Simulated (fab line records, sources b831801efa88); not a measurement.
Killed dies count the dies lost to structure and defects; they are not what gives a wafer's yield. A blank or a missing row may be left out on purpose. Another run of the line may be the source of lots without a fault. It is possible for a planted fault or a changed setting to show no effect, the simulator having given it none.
Which of the tools did it? / flow gf180mcu / 15 lots, 45 wafers sampled, at 3 steps of a route of 602

== WHAT THE GAUGES SHOWED, per wafer ==
GF_TOP_METAL_RS_MEAS_05: measurement is done with a four-point probe.
lot=L628; measured=day 28 07:33; on=film_metro-03; TOP_METAL_ALCU_RS (ohm/sq)=0.0337 0.0331 0.0331
lot=L629; measured=day 28 14:29; on=film_metro-02; TOP_METAL_ALCU_RS (ohm/sq)=0.0327 0.0324 0.0323
lot=L631; measured=day 29 15:56; on=film_metro-02; TOP_METAL_ALCU_RS (ohm/sq)=0.0319 0.0330 0.0320
lot=L632; measured=day 29 19:39; on=film_metro-01; TOP_METAL_ALCU_RS (ohm/sq)=0.0339 0.0339 0.0335
lot=L633; measured=day 29 20:50; on=film_metro-01; TOP_METAL_ALCU_RS (ohm/sq)=0.0327 0.0331 0.0322
lot=L634; measured=day 30 03:39; on=film_metro-01; TOP_METAL_ALCU_RS (ohm/sq)=0.0332 0.0334 0.0327
lot=L636; measured=day 30 18:59; on=film_metro-01; TOP_METAL_ALCU_RS (ohm/sq)=0.0327 0.0333 0.0323
lot=L637; measured=day 30 23:21; on=film_metro-03; TOP_METAL_ALCU_RS (ohm/sq)=0.0329 0.0322 0.0326
lot=L638; measured=day 31 01:13; on=film_metro-01; TOP_METAL_ALCU_RS (ohm/sq)=0.0321 0.0329 0.0322
lot=L639; measured=day 31 13:32; on=film_metro-03; TOP_METAL_ALCU_RS (ohm/sq)=0.0319 0.0324 0.0320
lot=L641; measured=day 31 22:58; on=film_metro-02; TOP_METAL_ALCU_RS (ohm/sq)=0.0336 0.0334 0.0326
lot=L642; measured=day 32 05:23; on=film_metro-02; TOP_METAL_ALCU_RS (ohm/sq)=0.0328 0.0331 0.0328
lot=L643; measured=day 32 10:16; on=film_metro-03; TOP_METAL_ALCU_RS (ohm/sq)=0.0322 0.0322 0.0318
lot=L648; measured=day 33 15:52; on=film_metro-03; TOP_METAL_ALCU_RS (ohm/sq)=0.0319 0.0322 0.0321
lot=L649; measured=day 33 21:03; on=film_metro-01; TOP_METAL_ALCU_RS (ohm/sq)=0.0320 0.0320 0.0320

== EACH LOT AND THE TOOL THAT RAN IT (in order: tool; ch and the chambers of the sampled wafers; start) ==
lot=L628; GF_DUAL_GATE_CLEAN_14=wet_bench-03 ch 1, day 9 03:23; GF_V5_ETCH_16=rie_diel-03 ch 0,3, day 28 05:56
lot=L629; GF_DUAL_GATE_CLEAN_14=wet_bench-04 ch 2, day 9 09:29; GF_V5_ETCH_16=rie_diel-03 ch 2,3, day 28 12:52
lot=L631; GF_DUAL_GATE_CLEAN_14=wet_bench-04 ch 2, day 10 04:12; GF_V5_ETCH_16=rie_diel-01 ch 0,1,2, day 29 14:02
lot=L632; GF_DUAL_GATE_CLEAN_14=wet_bench-02 ch 0, day 10 07:38; GF_V5_ETCH_16=rie_diel-03 ch 0,1,2, day 29 17:55
lot=L633; GF_DUAL_GATE_CLEAN_14=wet_bench-03 ch 3, day 10 11:27; GF_V5_ETCH_16=rie_diel-02 ch 0,1,3, day 29 19:07
lot=L634; GF_DUAL_GATE_CLEAN_14=wet_bench-04 ch 3, day 10 20:21; GF_V5_ETCH_16=rie_diel-02 ch 0,1,3, day 30 02:01
lot=L636; GF_DUAL_GATE_CLEAN_14=wet_bench-02 ch 0, day 11 12:05; GF_V5_ETCH_16=rie_diel-01 ch 0,1,3, day 30 17:19
lot=L637; GF_DUAL_GATE_CLEAN_14=wet_bench-04 ch 1, day 11 16:32; GF_V5_ETCH_16=rie_diel-02 ch 0,2, day 30 21:43
lot=L638; GF_DUAL_GATE_CLEAN_14=wet_bench-03 ch 2, day 11 21:42; GF_V5_ETCH_16=rie_diel-01 ch 0,3, day 30 23:34
lot=L639; GF_DUAL_GATE_CLEAN_14=wet_bench-04 ch 1, day 12 06:32; GF_V5_ETCH_16=rie_diel-01 ch 1,2,3, day 31 11:49
lot=L641; GF_DUAL_GATE_CLEAN_14=wet_bench-02 ch 1, day 12 18:26; GF_V5_ETCH_16=rie_diel-02 ch 0,2,3, day 31 21:22
lot=L642; GF_DUAL_GATE_CLEAN_14=wet_bench-02 ch 2, day 13 02:29; GF_V5_ETCH_16=rie_diel-01 ch 2,3, day 32 03:46
lot=L643; GF_DUAL_GATE_CLEAN_14=wet_bench-02 ch 0, day 13 07:56; GF_V5_ETCH_16=rie_diel-01 ch 2,3, day 32 08:40
lot=L648; GF_DUAL_GATE_CLEAN_14=wet_bench-04 ch 1, day 14 21:06; GF_V5_ETCH_16=rie_diel-03 ch 0,2,3, day 33 14:11
lot=L649; GF_DUAL_GATE_CLEAN_14=wet_bench-04 ch 1, day 15 05:43; GF_V5_ETCH_16=rie_diel-03 ch 1,2,3, day 33 19:25
- GF_DUAL_GATE_CLEAN_14: cleans in SC1/SC2, time 150 s.
- GF_V5_ETCH_16: etches BARC in N2/H2.

== WHAT THE TOOLS THEMSELVES READ (means of the sampled wafers that have a number; where no wafer has one, the mark that the record gives instead) ==
GF_V5_ETCH_16.
lot=L628; tool=rie_diel-03; drypump_motor_current_A (A)=4.9; oes_product_au (a.u.)=0.854; throttle_valve_pct (%)=13.219
lot=L629; tool=rie_diel-03; drypump_motor_current_A (A)=5.1; oes_product_au (a.u.)=0.852; throttle_valve_pct (%)=13.229
lot=L631; tool=rie_diel-01; drypump_motor_current_A (A)=6.1; oes_product_au (a.u.)=0.851; throttle_valve_pct (%)=13.228
lot=L632; tool=rie_diel-03; drypump_motor_current_A (A)=5.7; oes_product_au (a.u.)=0.858; throttle_valve_pct (%)=13.231
lot=L633; tool=rie_diel-02; drypump_motor_current_A (A)=5.5; oes_product_au (a.u.)=0.856; throttle_valve_pct (%)=13.237
lot=L634; tool=rie_diel-02; drypump_motor_current_A (A)=5.5; oes_product_au (a.u.)=0.860; throttle_valve_pct (%)=13.225
lot=L636; tool=rie_diel-01; drypump_motor_current_A (A)=6.0; oes_product_au (a.u.)=0.847; throttle_valve_pct (%)=13.229
lot=L637; tool=rie_diel-02; drypump_motor_current_A (A)=5.8; oes_product_au (a.u.)=0.854; throttle_valve_pct (%)=13.225
lot=L638; tool=rie_diel-01; drypump_motor_current_A (A)=5.9; oes_product_au (a.u.)=0.856; throttle_valve_pct (%)=13.219
lot=L639; tool=rie_diel-01; drypump_motor_current_A (A)=6.2; oes_product_au (a.u.)=0.860; throttle_valve_pct (%)=13.228
lot=L641; tool=rie_diel-02; drypump_motor_current_A (A)=5.6; oes_product_au (a.u.)=0.858; throttle_valve_pct (%)=13.227
lot=L642; tool=rie_diel-01; drypump_motor_current_A (A)=6.0; oes_product_au (a.u.)=0.852; throttle_valve_pct (%)=13.229
lot=L643; tool=rie_diel-01; drypump_motor_current_A (A)=6.1; oes_product_au (a.u.)=0.853; throttle_valve_pct (%)=13.214
lot=L648; tool=rie_diel-03; drypump_motor_current_A (A)=5.3; oes_product_au (a.u.)=0.856; throttle_valve_pct (%)=13.232
lot=L649; tool=rie_diel-03; drypump_motor_current_A (A)=5.5; oes_product_au (a.u.)=0.849; throttle_valve_pct (%)=13.233

== THE ANSWER, worked out from the rows above alone ==
Rule: the lots themselves supply what counts as usual. The widest of any qualifying gaps counts: lots, ordered by their means at a reading, are off when they make up no more than a third of the lots, leave a main group of 4 or more, and stand apart from it by 3 or more times the standard deviation of that group's means. Not used: any main group whose means are identical at the precision the tables above print for the reading. Also off: a lot with no number at a reading for which 4 or more lots have one. Any other lot the step has rows for is counted as sound. The gauges are gone through in route order, then the tools' own readings, and for those a lot's mean is taken as printed above. The first step at which some lot is off is used, and at that step the reading that is off furthest; a lot without a number counts as furthest.
No lot is off at any reading shown: from this, nothing can be told.

== WHAT HAD BEEN PUT IN BY THE SIMULATOR ==
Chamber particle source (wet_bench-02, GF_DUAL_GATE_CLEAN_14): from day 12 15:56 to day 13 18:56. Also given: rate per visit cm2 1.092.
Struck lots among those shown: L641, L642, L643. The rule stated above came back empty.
